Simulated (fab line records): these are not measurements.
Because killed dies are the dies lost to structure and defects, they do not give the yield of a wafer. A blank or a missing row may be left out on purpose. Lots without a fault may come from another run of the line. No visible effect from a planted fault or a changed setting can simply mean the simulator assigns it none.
fab line records ; flow sky130
[record] lots = 24; wafers = 72; last-day = 50
route steps=708 shown METAL1@435 VIA2@510 CAPM@540 METAL3@568
lots untouched by any fault: they come from a run of this same line in which no faults occurred
start-h: the number of hours between the record's first day and the start of the first shown wafer of the lot ; wait-h: hours since the lot's step before ; " the same as in the row above ; L1.1+2: a row that stands for several wafers ; - no value, or no start was given ; * or withheld: withheld ; < > ~ a bound
route shown NAME@n: a module of which the file shows steps, and the number in the route of the first ; usual: mean and standard deviation over wafers with no fault ; same: alike in all rows ; chamber/n: place in a boat ; sites: per-site readings ; _std_site: the values' standard deviation ; _edge_site: inner sites' mean taken away from outer sites' mean ; radius-mm: how far each site lies from the wafer's centre ; mask NAME#n: copy n ; behind: the last tool/chamber to shape the wafer ; hold: why the lot was held/for how many hours/how that ended ; device: transistor that didn't switch, given as n, p or np ; end of line: the route-end tests of the same wafers ; a step with no rows: only its recipe ; killed: at the first sort, the dies lost to defects and structure; wafer yield is something else ; map: a wafer's dies, x killed, . not, _ none there
set.NAME: the setting that was run; set.NAME@STEP: the one run at that earlier step ; model.NAME: the simulator's own value behind a step, which no gauge read
steps of the route over a sample of lots; a table a step, a row a wafer
services: from which hour (start-h, from the record's first day; less than 0 if before it) a tool's chamber was out of use, for how many hours, and why
[[steps]]
[step SKY_METAL1_SPUTTER_01]
[recipe] material = TiN; target-thk-nm = 20; power-w = 6500; time-s = 16.7; chamber-pressure-pa = 0.4
[usual] throttle-valve-pct = 29.6/1.1
lot.wafer;tool;chamber;start-h;wait-h;throttle-valve-pct
L074.2;pvd-sputter-01;-;728.02;0.0;30.7
L074.3;pvd-sputter-01;-;728.02;0.0;29.6
L074.4;pvd-sputter-01;-;728.02;0.0;29.6
L075.3;pvd-sputter-01;-;739.78;0.0;29.3
L075.4;pvd-sputter-01;-;739.78;0.0;29.5
L075.5;pvd-sputter-01;-;739.78;0.0;29.9
L076.1;pvd-sputter-01;-;745.96;0.0;29.4
L076.2;pvd-sputter-01;-;745.96;0.0;30.6
L076.6;pvd-sputter-01;-;745.96;0.0;29.4
L077.1;pvd-sputter-01;-;751.20;0.0;29.4
L077.5;pvd-sputter-01;-;751.20;0.0;29.6
L077.6;pvd-sputter-01;-;751.20;0.0;29.8
L078.1;pvd-sputter-01;-;758.22;0.0;30.6
L078.2;pvd-sputter-01;-;758.22;0.0;29.7
L078.3;pvd-sputter-01;-;758.22;0.0;29.8
L079.2;pvd-sputter-01;-;802.27;0.0;30.7
L079.5;pvd-sputter-01;-;802.27;0.0;29.7
L079.6;pvd-sputter-01;-;802.27;0.0;29.6
L080.1;pvd-sputter-01;-;804.18;0.0;30.7
L080.3;pvd-sputter-01;-;804.18;0.0;29.3
L080.4;pvd-sputter-01;-;804.18;0.0;29.4
L081.1;pvd-sputter-04;-;805.06;0.0;30.8
L081.3;pvd-sputter-04;-;805.06;0.0;30.3
L081.4;pvd-sputter-04;-;805.06;0.0;29.9
L082.2;pvd-sputter-03;-;807.60;0.0;27.9
L082.5;pvd-sputter-03;-;807.60;0.0;29.5
L082.6;pvd-sputter-03;-;807.60;0.0;29.9
L084.1;pvd-sputter-03;-;811.06;0.0;27.9
L084.3;pvd-sputter-03;-;811.06;0.0;30.3
L084.6;pvd-sputter-03;-;811.06;0.0;27.6
L083.1;pvd-sputter-04;-;814.61;0.0;30.8
L083.3;pvd-sputter-04;-;814.61;0.0;29.9
L083.6;pvd-sputter-04;-;814.61;0.0;30.0
L086.1;pvd-sputter-01;-;827.12;0.0;29.1
L086.2;pvd-sputter-01;-;827.12;0.0;30.7
L086.6;pvd-sputter-01;-;827.12;0.0;29.2
L085.4;pvd-sputter-04;-;834.44;0.0;30.0
L085.5;pvd-sputter-04;-;834.44;0.0;30.4
L085.6;pvd-sputter-04;-;834.44;0.0;27.1
L087.2;pvd-sputter-04;-;836.27;0.0;27.1
L087.4;pvd-sputter-04;-;836.27;0.0;30.0
L087.5;pvd-sputter-04;-;836.27;0.0;27.0
L088.1;pvd-sputter-04;-;853.04;0.0;30.3
L088.4;pvd-sputter-04;-;853.04;0.0;29.8
L088.5;pvd-sputter-04;-;853.04;0.0;30.2
L089.2;pvd-sputter-03;-;875.47;0.0;29.4
L089.5;pvd-sputter-03;-;875.47;0.0;30.1
L089.6;pvd-sputter-03;-;875.47;0.0;27.9
L092.3;pvd-sputter-01;-;887.37;0.0;29.2
L092.4;pvd-sputter-01;-;887.37;0.0;30.9
L092.5;pvd-sputter-01;-;887.37;0.0;29.1
L091.1;pvd-sputter-04;-;888.47;0.0;30.0
L091.3;pvd-sputter-04;-;888.47;0.0;27.4
L091.5;pvd-sputter-04;-;888.47;0.0;30.7
L090.1;pvd-sputter-01;-;888.69;0.0;29.5
L090.5;pvd-sputter-01;-;888.69;0.0;29.4
L090.6;pvd-sputter-01;-;888.69;0.0;29.5
L093.2;pvd-sputter-03;-;899.62;0.0;30.4
L093.3;pvd-sputter-03;-;899.62;0.0;29.8
L093.4;pvd-sputter-03;-;899.62;0.0;28.2
L094.1;pvd-sputter-03;-;904.56;0.0;29.9
L094.4;pvd-sputter-03;-;904.56;0.0;29.5
L094.5;pvd-sputter-03;-;904.56;0.0;29.2
L095.3;pvd-sputter-01;-;912.76;0.0;30.7
L095.4;pvd-sputter-01;-;912.76;0.0;29.5
L095.5;pvd-sputter-01;-;912.76;0.0;29.4
L096.1;pvd-sputter-04;-;913.17;0.0;27.4
L096.3;pvd-sputter-04;-;913.17;0.0;30.1
L096.5;pvd-sputter-04;-;913.17;0.0;30.3
L097.1;pvd-sputter-04;-;932.94;0.0;30.7
L097.2;pvd-sputter-04;-;932.94;0.0;30.3
L097.3;pvd-sputter-04;-;932.94;0.0;30.1
[step SKY_VIA2_BOW_MEAS_03]
[recipe] mode = bow
[usual] VIA2_BOW = 86/6
lot.wafer;tool;chamber;start-h;wait-h;VIA2_BOW[um]
L074.2;film-metro-01;-;812.71;0.1;87
L074.3;film-metro-01;-;812.71;0.1;80
L074.4;film-metro-01;-;812.71;0.1;85
L075.3;film-metro-01;-;823.61;0.1;72
L075.4;film-metro-01;-;823.61;0.1;92
L075.5;film-metro-01;-;823.61;0.1;83
L076.1;film-metro-01;-;829.66;0.2;92
L076.2;film-metro-01;-;829.66;0.2;87
L076.6;film-metro-01;-;829.66;0.2;85
L077.1;film-metro-04;-;836.56;0.3;88
L077.5;film-metro-04;-;836.56;0.3;82
L077.6;film-metro-04;-;836.56;0.3;88
L078.1;film-metro-04;-;843.40;0.2;88
L078.2;film-metro-04;-;843.40;0.2;81
L078.3;film-metro-04;-;843.40;0.2;79
L079.2;film-metro-01;-;885.82;0.2;74
L079.5;film-metro-01;-;885.82;0.2;92
L079.6;film-metro-01;-;885.82;0.2;93
L080.1;film-metro-01;-;886.84;0.2;92
L080.3;film-metro-01;-;886.84;0.2;80
L080.4;film-metro-01;-;886.84;0.2;82
L081.1;film-metro-01;-;887.43;0.2;81
L081.3;film-metro-01;-;887.43;0.2;89
L081.4;film-metro-01;-;887.43;0.2;94
L082.2;film-metro-01;-;889.74;0.3;94
L082.5;film-metro-01;-;889.74;0.3;82
L082.6;film-metro-01;-;889.74;0.3;95
L084.1;film-metro-03;-;891.89;0.1;81
L084.3;film-metro-03;-;891.89;0.1;93
L084.6;film-metro-03;-;891.89;0.1;90
L083.1;film-metro-03;-;897.60;0.2;78
L083.3;film-metro-03;-;897.60;0.2;91
L083.6;film-metro-03;-;897.60;0.2;86
L086.1;film-metro-03;-;909.66;0.2;88
L086.2;film-metro-03;-;909.66;0.2;98
L086.6;film-metro-03;-;909.66;0.2;93
L085.4;film-metro-04;-;916.45;0.3;86
L085.5;film-metro-04;-;916.45;0.3;80
L085.6;film-metro-04;-;916.45;0.3;82
L087.2;film-metro-04;-;917.29;0.3;83
L087.4;film-metro-04;-;917.29;0.3;82
L087.5;film-metro-04;-;917.29;0.3;87
L088.1;film-metro-03;-;934.21;0.1;81
L088.4;film-metro-03;-;934.21;0.1;80
L088.5;film-metro-03;-;934.21;0.1;85
L089.2;film-metro-04;-;954.39;0.2;84
L089.5;film-metro-04;-;954.39;0.2;81
L089.6;film-metro-04;-;954.39;0.2;88
L092.3;film-metro-03;-;966.13;0.3;87
L092.4;film-metro-03;-;966.13;0.3;82
L092.5;film-metro-03;-;966.13;0.3;78
L091.1;film-metro-04;-;967.01;0.3;78
L091.3;film-metro-04;-;967.01;0.3;90
L091.5;film-metro-04;-;967.01;0.3;79
L090.1;film-metro-04;-;967.42;0.1;87
L090.5;film-metro-04;-;967.42;0.1;76
L090.6;film-metro-04;-;967.42;0.1;91
L093.2;film-metro-01;-;977.40;0.3;87
L093.3;film-metro-01;-;977.40;0.3;82
L093.4;film-metro-01;-;977.40;0.3;85
L094.1;film-metro-03;-;982.07;0.1;82
L094.4;film-metro-03;-;982.07;0.1;84
L094.5;film-metro-03;-;982.07;0.1;70
L095.3;film-metro-03;-;992.83;0.2;87
L095.4;film-metro-03;-;992.83;0.2;87
L095.5;film-metro-03;-;992.83;0.2;86
L096.1;film-metro-03;-;993.08;0.1;86
L096.3;film-metro-03;-;993.08;0.1;77
L096.5;film-metro-03;-;993.08;0.1;86
L097.1;film-metro-03;-;1009.05;0.1;91
L097.2;film-metro-03;-;1009.05;0.1;79
L097.3;film-metro-03;-;1009.05;0.1;84
[step SKY_VIA2_OVL_MEAS_13]
[usual] VIA2_OVL = 0/6.8
lot.wafer;tool;chamber;start-h;wait-h;VIA2_OVL[nm]
L074.2;overlay-02;-;838.84;0.1;-5
L074.3;overlay-02;-;838.84;0.1;-12
L074.4;overlay-02;-;838.84;0.1;-7
L075.3;overlay-02;-;848.86;0.1;12
L075.4;overlay-02;-;848.86;0.1;10
L075.5;overlay-02;-;848.86;0.1;13
L076.1;overlay-02;-;855.13;0.1;-11
L076.2;overlay-02;-;855.13;0.1;-9
L076.6;overlay-02;-;855.13;0.1;3
L077.1;overlay-01;-;862.08;0.1;3
L077.5;overlay-01;-;862.08;0.1;2
L077.6;overlay-01;-;862.08;0.1;4
L078.1;overlay-01;-;869.14;0.1;10
L078.2;overlay-01;-;869.14;0.1;-2
L078.3;overlay-01;-;869.14;0.1;7
L079.2;overlay-01;-;911.46;0.1;-5
L079.5;overlay-01;-;911.46;0.1;-1
L079.6;overlay-01;-;911.46;0.1;-6
L080.1;overlay-02;-;912.33;0.1;9
L080.3;overlay-02;-;912.33;0.1;4
L080.4;overlay-02;-;912.33;0.1;5
L081.1;overlay-01;-;912.84;0.1;7
L081.3;overlay-01;-;912.84;0.1;0
L081.4;overlay-01;-;912.84;0.1;2
L082.2;overlay-01;-;915.51;0.1;9
L082.5;overlay-01;-;915.51;0.1;14
L082.6;overlay-01;-;915.51;0.1;2
L084.1;overlay-01;-;917.33;0.1;-2
L084.3;overlay-01;-;917.33;0.1;-8
L084.6;overlay-01;-;917.33;0.1;-7
L083.1;overlay-02;-;922.43;0.1;4
L083.3;overlay-02;-;922.43;0.1;2
L083.6;overlay-02;-;922.43;0.1;5
L086.1;overlay-01;-;934.23;0.1;7
L086.2;overlay-01;-;934.23;0.1;-1
L086.6;overlay-01;-;934.23;0.1;-1
L085.4;overlay-01;-;940.70;0.1;-4
L085.5;overlay-01;-;940.70;0.1;-4
L085.6;overlay-01;-;940.70;0.1;-6
L087.2;overlay-02;-;941.39;0.1;2
L087.4;overlay-02;-;941.39;0.1;2
L087.5;overlay-02;-;941.39;0.1;-6
L088.1;overlay-02;-;958.63;0.1;7
L088.4;overlay-02;-;958.63;0.1;6
L088.5;overlay-02;-;958.63;0.1;10
L089.2;overlay-01;-;977.64;0.1;-14
L089.5;overlay-01;-;977.64;0.1;-1
L089.6;overlay-01;-;977.64;0.1;-11
L092.3;overlay-02;-;990.01;0.1;-7
L092.4;overlay-02;-;990.01;0.1;-12
L092.5;overlay-02;-;990.01;0.1;-5
L091.1;overlay-01;-;990.78;0.1;-8
L091.3;overlay-01;-;990.78;0.1;1
L091.5;overlay-01;-;990.78;0.1;-7
L090.1;overlay-02;-;991.29;0.1;-5
L090.5;overlay-02;-;991.29;0.1;-8
L090.6;overlay-02;-;991.29;0.1;-7
L093.2;overlay-02;-;999.24;0.1;-4
L093.3;overlay-02;-;999.24;0.1;-1
L093.4;overlay-02;-;999.24;0.1;-8
L094.1;overlay-02;-;1003.64;0.1;2
L094.4;overlay-02;-;1003.64;0.1;3
L094.5;overlay-02;-;1003.64;0.1;8
L095.3;overlay-02;-;1014.49;0.1;4
L095.4;overlay-02;-;1014.49;0.1;7
L095.5;overlay-02;-;1014.49;0.1;0
L096.1;overlay-02;-;1014.83;0.1;0
L096.3;overlay-02;-;1014.83;0.1;-3
L096.5;overlay-02;-;1014.83;0.1;-6
L097.1;overlay-02;-;1031.88;0.1;4
L097.2;overlay-02;-;1031.88;0.1;16
L097.3;overlay-02;-;1031.88;0.1;8
[step SKY_VIA2_CVD_21]
[recipe] material = W; target-thk-nm = 420; time-s = 126.4; temp-c = 400; pressure-torr = 40
[usual] heater-power-w = 740/70
lot.wafer;tool;chamber;start-h;wait-h;heater-power-w;since-wet-clean-h
L074.2;cvd-w-01;0;839.63;0.0;824;936
L074.3;cvd-w-01;1;839.63;0.0;733;-
L074.4;cvd-w-01;0;839.63;0.0;840;-
L075.3;cvd-w-02;0;849.73;0.1;681;-
L075.4;cvd-w-02;1;849.73;0.1;843;-
L075.5;cvd-w-02;0;849.73;0.1;672;-
L076.1;cvd-w-01;0;855.92;0.0;807;952
L076.2;cvd-w-01;1;855.92;0.0;746;952
L076.6;cvd-w-01;0;855.92;0.0;816;-
L077.1;cvd-w-02;1;862.87;0.0;854;459
L077.5;cvd-w-02;1;862.87;0.0;854;-
L077.6;cvd-w-02;0;862.87;0.0;679;-
L078.1;cvd-w-01;1;869.94;0.0;751;966
L078.2;cvd-w-01;0;869.94;0.0;825;966
L078.3;cvd-w-01;1;869.94;0.0;752;-
L079.2;cvd-w-02;0;912.26;0.0;664;508
L079.5;cvd-w-02;0;912.26;0.0;672;-
L079.6;cvd-w-02;1;912.26;0.0;846;-
L080.1;cvd-w-02;0;913.12;0.0;689;509
L080.3;cvd-w-02;0;913.12;0.0;663;-
L080.4;cvd-w-02;1;913.12;0.0;841;-
L081.1;cvd-w-02;0;913.64;0.0;670;510
L081.3;cvd-w-02;1;913.64;0.0;864;-
L081.4;cvd-w-02;0;913.64;0.0;675;-
L082.2;cvd-w-02;0;916.30;0.0;667;512
L082.5;cvd-w-02;1;916.30;0.0;846;-
L082.6;cvd-w-02;0;916.30;0.0;659;-
L084.1;cvd-w-01;0;918.12;0.0;705;0
L084.3;cvd-w-01;0;918.12;0.0;721;-
L084.6;cvd-w-01;0;918.12;0.0;720;-
L083.1;cvd-w-01;0;923.26;0.0;713;5
L083.3;cvd-w-01;0;923.26;0.0;721;-
L083.6;cvd-w-01;1;923.26;0.0;716;-
L086.1;cvd-w-02;1;935.03;0.0;824;531
L086.2;cvd-w-02;0;935.03;0.0;652;531
L086.6;cvd-w-02;1;935.03;0.0;866;-
L085.4;cvd-w-02;0;941.56;0.1;674;-
L085.5;cvd-w-02;1;941.56;0.1;849;-
L085.6;cvd-w-02;0;941.56;0.1;667;-
L087.2;cvd-w-02;1;942.21;0.0;838;538
L087.4;cvd-w-02;0;942.21;0.0;672;-
L087.5;cvd-w-02;1;942.21;0.0;865;-
L088.1;cvd-w-02;1;959.93;0.0;864;556
L088.4;cvd-w-02;0;959.93;0.0;654;-
L088.5;cvd-w-02;1;959.93;0.0;837;-
L089.2;cvd-w-01;1;978.49;0.0;693;60
L089.5;cvd-w-01;0;978.49;0.0;702;-
L089.6;cvd-w-01;1;978.49;0.0;696;-
L092.3;cvd-w-01;0;990.86;0.1;704;-
L092.4;cvd-w-01;1;990.86;0.1;681;-
L092.5;cvd-w-01;1;990.86;0.1;704;-
L091.1;cvd-w-01;1;991.57;0.0;704;74
L091.3;cvd-w-01;1;991.57;0.0;699;-
L091.5;cvd-w-01;0;991.57;0.0;695;-
L090.1;cvd-w-01;0;992.19;0.1;713;74
L090.5;cvd-w-01;0;992.19;0.1;705;-
L090.6;cvd-w-01;1;992.19;0.1;702;-
L093.2;cvd-w-01;0;1000.08;0.0;724;82
L093.3;cvd-w-01;1;1000.08;0.0;693;-
L093.4;cvd-w-01;0;1000.08;0.0;724;-
L094.1;cvd-w-01;0;1004.48;0.0;718;86
L094.4;cvd-w-01;1;1004.48;0.0;690;-
L094.5;cvd-w-01;1;1004.48;0.0;703;-
L095.3;cvd-w-02;1;1015.37;0.1;860;-
L095.4;cvd-w-02;0;1015.37;0.1;666;-
L095.5;cvd-w-02;1;1015.37;0.1;856;-
L096.1;cvd-w-01;0;1015.64;0.0;711;98
L096.3;cvd-w-01;1;1015.64;0.0;698;-
L096.5;cvd-w-01;1;1015.64;0.0;698;-
L097.1;cvd-w-01;0;1032.67;0.0;704;115
L097.2;cvd-w-01;1;1032.67;0.0;692;115
L097.3;cvd-w-01;0;1032.67;0.0;704;-
[step SKY_CAPM_RS_MEAS_03]
[recipe] thk-meas-gauge = four-point-probe; reads = TiN_of_CAPM_SPUTTER_02
[usual] CAPM_TIN_RS = 6.88/0.063
lot.wafer;tool;chamber;start-h;wait-h;CAPM_TIN_RS[ohm/sq]
L074.2;film-metro-01;-;840.61;0.1;6.77
L074.3;film-metro-01;-;840.61;0.1;6.78
L074.4;film-metro-01;-;840.61;0.1;6.83
L075.3;film-metro-03;-;850.68;0.1;6.81
L075.4;film-metro-03;-;850.68;0.1;6.85
L075.5;film-metro-03;-;850.68;0.1;6.88
L076.1;film-metro-01;-;856.88;0.1;6.87
L076.2;film-metro-01;-;856.88;0.1;6.87
L076.6;film-metro-01;-;856.88;0.1;6.89
L077.1;film-metro-02;-;863.83;0.1;6.95
L077.5;film-metro-02;-;863.83;0.1;6.89
L077.6;film-metro-02;-;863.83;0.1;6.96
L078.1;film-metro-01;-;870.89;0.1;6.91
L078.2;film-metro-01;-;870.89;0.1;6.87
L078.3;film-metro-01;-;870.89;0.1;6.87
L079.2;film-metro-02;-;913.40;0.1;6.91
L079.5;film-metro-02;-;913.40;0.1;6.91
L079.6;film-metro-02;-;913.40;0.1;6.97
L080.1;film-metro-01;-;914.08;0.1;6.86
L080.3;film-metro-01;-;914.08;0.1;6.88
L080.4;film-metro-01;-;914.08;0.1;6.90
L081.1;film-metro-03;-;914.59;0.1;6.87
L081.3;film-metro-03;-;914.59;0.1;6.91
L081.4;film-metro-03;-;914.59;0.1;6.85
L082.2;film-metro-03;-;917.28;0.1;6.93
L082.5;film-metro-03;-;917.28;0.1;6.93
L082.6;film-metro-03;-;917.28;0.1;6.94
L084.1;film-metro-02;-;919.08;0.1;6.86
L084.3;film-metro-02;-;919.08;0.1;6.87
L084.6;film-metro-02;-;919.08;0.1;6.89
L083.1;film-metro-01;-;924.21;0.1;6.87
L083.3;film-metro-01;-;924.21;0.1;6.83
L083.6;film-metro-01;-;924.21;0.1;6.85
L086.1;film-metro-02;-;935.99;0.1;6.92
L086.2;film-metro-02;-;935.99;0.1;6.85
L086.6;film-metro-02;-;935.99;0.1;6.93
L085.4;film-metro-01;-;942.53;0.1;6.88
L085.5;film-metro-01;-;942.53;0.1;6.84
L085.6;film-metro-01;-;942.53;0.1;6.87
L087.2;film-metro-01;-;943.18;0.1;6.80
L087.4;film-metro-01;-;943.18;0.1;6.87
L087.5;film-metro-01;-;943.18;0.1;6.85
L088.1;film-metro-03;-;960.90;0.1;6.90
L088.4;film-metro-03;-;960.90;0.1;6.93
L088.5;film-metro-03;-;960.90;0.1;6.88
L089.2;film-metro-03;-;979.46;0.1;6.90
L089.5;film-metro-03;-;979.46;0.1;6.91
L089.6;film-metro-03;-;979.46;0.1;6.93
L092.3;film-metro-02;-;994.08;0.1;6.84
L092.4;film-metro-02;-;994.08;0.1;6.89
L092.5;film-metro-02;-;994.08;0.1;6.90
L091.1;film-metro-02;-;994.64;0.1;6.96
L091.3;film-metro-02;-;994.64;0.1;6.98
L091.5;film-metro-02;-;994.64;0.1;6.96
L090.1;film-metro-03;-;995.22;0.1;6.89
L090.5;film-metro-03;-;995.22;0.1;6.93
L090.6;film-metro-03;-;995.22;0.1;6.91
L093.2;film-metro-03;-;1001.06;0.1;6.80
L093.3;film-metro-03;-;1001.06;0.1;6.84
L093.4;film-metro-03;-;1001.06;0.1;6.82
L094.1;film-metro-01;-;1005.44;0.1;6.87
L094.4;film-metro-01;-;1005.44;0.1;6.88
L094.5;film-metro-01;-;1005.44;0.1;6.88
L095.3;film-metro-01;-;1016.32;0.1;6.72
L095.4;film-metro-01;-;1016.32;0.1;6.75
L095.5;film-metro-01;-;1016.32;0.1;6.73
L096.1;film-metro-01;-;1016.60;0.1;6.76
L096.3;film-metro-01;-;1016.60;0.1;6.80
L096.5;film-metro-01;-;1016.60;0.1;6.80
L097.1;film-metro-01;-;1033.63;0.1;6.98
L097.2;film-metro-01;-;1033.63;0.1;7.02
L097.3;film-metro-01;-;1033.63;0.1;6.94
[step SKY_METAL3_METAL_ETCH_18]
[recipe] target-depth-a = 8450; stop-on = SiO2; over-etch-frac = 0.3; time-s = 183.1; chemistry = Cl2/BCl3; resist-sidewall-deg = 88; pressure-mtorr = 10; icp-w = 900; bias-w = 48.5; Cl2_flow_sccm = 60; bcl3-flow-sccm = 30
[usual] drypump-motor-current-A = 5.7/0.44; he-backside-leak-sccm = 3.43/0.26; oes-product-au = 0.866/0.0061; throttle-valve-pct = 22.265/0.0089
lot.wafer;tool;chamber;start-h;wait-h;drypump-motor-current-A;he-backside-leak-sccm;oes-product-au;rf-hours-counter-h;throttle-valve-pct
L074.2;rie-metal-04;1;892.60;0.0;6.0;3.46;0.859;2;22.277
L074.3;rie-metal-04;1;892.60;0.0;6.0;3.58;0.861;-;22.252
L074.4;rie-metal-04;0;892.60;0.0;5.7;3.43;0.862;-;22.264
L075.3;rie-metal-04;0;901.54;0.1;5.7;3.28;0.866;-;22.263
L075.4;rie-metal-04;1;901.54;0.1;6.0;3.49;0.861;-;22.272
L075.5;rie-metal-04;1;901.54;0.1;6.0;3.47;0.859;-;22.261
L076.1;rie-metal-02;1;908.71;0.0;5.1;3.22;0.871;5;22.269
L076.2;rie-metal-02;0;908.71;0.0;4.9;3.34;0.868;5;22.277
L076.6;rie-metal-02;1;908.71;0.0;5.1;3.50;0.864;-;22.265
L077.1;rie-metal-04;1;915.45;0.0;6.1;3.47;0.857;3;22.282
L077.5;rie-metal-04;1;915.45;0.0;6.0;3.54;0.864;-;22.254
L077.6;rie-metal-04;0;915.45;0.0;5.7;3.39;0.862;-;22.278
L078.1;rie-metal-02;0;921.45;0.0;4.9;3.31;0.864;5;22.264
L078.2;rie-metal-02;1;921.45;0.0;5.1;3.38;0.853;5;22.253
L078.3;rie-metal-02;0;921.45;0.0;4.8;3.35;0.866;-;22.271
L079.2;rie-metal-02;0;963.02;0.0;4.9;3.34;0.875;7;22.262
L079.5;rie-metal-02;1;963.02;0.0;5.1;3.28;0.877;-;22.255
L079.6;rie-metal-02;0;963.02;0.0;4.9;3.36;0.858;-;22.271
L080.1;rie-metal-03;0;963.88;0.0;5.4;3.63;0.868;9;22.260
L080.3;rie-metal-03;1;963.88;0.0;6.3;3.00;0.865;-;22.245
L080.4;rie-metal-03;0;963.88;0.0;5.4;3.57;0.864;-;22.257
L081.1;rie-metal-04;1;964.17;0.0;6.0;3.73;0.867;5;22.262
L081.3;rie-metal-04;1;964.17;0.0;6.0;3.69;0.872;-;22.255
L081.4;rie-metal-04;0;964.17;0.0;5.7;3.23;0.872;-;22.276
L082.2;rie-metal-04;1;965.98;0.0;6.0;3.62;0.865;6;22.278
L082.5;rie-metal-04;1;965.98;0.0;6.0;3.75;0.872;-;22.265
L082.6;rie-metal-04;0;965.98;0.0;5.7;3.26;0.864;-;22.255
L084.1;rie-metal-03;0;968.51;0.0;5.4;3.70;0.873;10;22.276
L084.3;rie-metal-03;1;968.51;0.0;6.3;3.12;0.871;-;22.271
L084.6;rie-metal-03;0;968.51;0.0;5.4;3.36;0.868;-;22.279
L083.1;rie-metal-04;0;973.88;0.0;5.7;3.32;0.861;11;22.254
L083.3;rie-metal-04;0;973.88;0.0;5.7;3.36;0.872;-;22.265
L083.6;rie-metal-04;1;973.88;0.0;6.0;3.43;0.864;-;22.271
L086.1;rie-metal-04;0;985.07;0.0;5.6;3.34;0.870;12;22.258
L086.2;rie-metal-04;1;985.07;0.0;6.1;3.55;0.863;7;22.252
L086.6;rie-metal-04;0;985.07;0.0;5.7;3.31;0.862;-;22.271
L085.4;rie-metal-04;0;990.89;0.1;5.7;3.47;0.864;-;22.259
L085.5;rie-metal-04;1;990.89;0.1;6.0;3.46;0.869;-;22.257
L085.6;rie-metal-04;0;990.89;0.1;5.7;3.44;0.876;-;22.252
L087.2;rie-metal-04;1;991.67;0.0;6.0;3.57;0.860;7;22.272
L087.4;rie-metal-04;0;991.67;0.0;5.7;3.45;0.849;-;22.269
L087.5;rie-metal-04;0;991.67;0.0;5.7;3.46;0.862;-;22.252
L088.1;rie-metal-04;1;1008.62;0.0;6.0;3.52;0.868;8;22.244
L088.4;rie-metal-04;1;1008.62;0.0;6.0;3.52;0.850;-;22.283
L088.5;rie-metal-04;1;1008.62;0.0;6.0;3.51;0.856;-;22.281
L089.2;rie-metal-04;1;1023.05;0.0;6.0;3.48;0.869;9;22.257
L089.5;rie-metal-04;1;1023.05;0.0;6.1;3.39;0.872;-;22.271
L089.6;rie-metal-04;0;1023.05;0.0;5.6;3.35;0.851;-;22.266
L092.3;rie-metal-03;0;1039.16;0.1;5.4;3.97;0.874;-;22.264
L092.4;rie-metal-03;1;1039.16;0.1;6.3;3.27;0.868;-;22.253
L092.5;rie-metal-03;0;1039.16;0.1;5.4;3.55;0.871;-;22.273
L091.1;rie-metal-04;1;1040.17;0.0;6.0;3.57;0.858;10;22.265
L091.3;rie-metal-04;1;1040.17;0.0;6.0;3.49;0.878;-;22.263
L091.5;rie-metal-04;0;1040.17;0.0;5.7;3.38;0.864;-;22.271
L090.1;rie-metal-03;0;1040.53;0.0;5.4;3.37;0.865;14;22.267
L090.5;rie-metal-03;0;1040.53;0.0;5.4;3.75;0.867;-;22.271
L090.6;rie-metal-03;1;1040.53;0.0;6.3;2.95;0.863;-;22.270
L093.2;rie-metal-02;1;1046.92;0.0;5.1;3.34;0.867;11;22.258
L093.3;rie-metal-02;0;1046.92;0.0;4.8;3.28;0.863;-;22.258
L093.4;rie-metal-02;1;1046.92;0.0;5.0;3.34;0.863;-;22.270
L094.1;rie-metal-02;1;1050.03;0.0;5.1;3.47;0.872;12;22.269
L094.4;rie-metal-02;0;1050.03;0.0;4.9;3.33;0.870;-;22.262
L094.5;rie-metal-02;0;1050.03;0.0;4.9;3.40;0.865;-;22.267
L095.3;rie-metal-04;1;1061.19;0.1;6.0;3.58;0.859;-;22.285
L095.4;rie-metal-04;0;1061.19;0.1;5.7;3.29;0.866;-;22.262
L095.5;rie-metal-04;1;1061.19;0.1;6.0;3.55;0.870;-;22.249
L096.1;rie-metal-04;1;1061.92;0.0;6.0;3.59;0.854;12;22.264
L096.3;rie-metal-04;0;1061.92;0.0;5.7;3.20;0.860;-;22.268
L096.5;rie-metal-04;1;1061.92;0.0;6.0;3.73;0.853;-;22.256
L097.1;rie-metal-03;0;1076.90;0.0;5.4;3.68;0.858;16;22.255
L097.2;rie-metal-03;1;1076.90;0.0;6.3;3.05;0.866;11;22.273
L097.3;rie-metal-03;0;1076.90;0.0;5.4;3.65;0.863;-;22.273
[[services]]
tool;chamber;start-h;hours;kind
rie-metal-03;0;714.11;20.3;repair
rie-metal-03;-;731.80;1.7;repair
cvd-w-02;-;753.96;1.9;repair
pvd-sputter-04;-;757.59;7.3;repair
rie-metal-03;0;774.13;9.1;repair
rie-metal-03;1;780.79;1.1;repair
cvd-w-01;1;784.27;2.7;repair
pvd-sputter-04;-;799.92;4.6;repair
pvd-sputter-01;-;837.86;1.5;repair
cvd-w-02;-;846.09;1.1;repair
rie-metal-02;0;854.29;30.0;repair
cvd-w-01;-;904.06;14.0;pm
pvd-sputter-04;-;925.17;3.5;repair
rie-metal-04;-;967.80;1.4;repair
pvd-sputter-03;-;969.74;1.6;repair
cvd-w-02;-;979.00;2.8;pm
cvd-w-02;-;981.99;28.1;pm
rie-metal-02;-;994.45;1.2;repair
rie-metal-02;1;998.34;22.1;repair
cvd-w-01;-;1009.18;0.9;repair
rie-metal-02;0;1015.91;9.0;repair
pvd-sputter-01;-;1020.04;27.1;repair
pvd-sputter-03;-;1025.82;4.5;repair
rie-metal-03;-;1038.25;0.4;repair
[[key]]
fault none
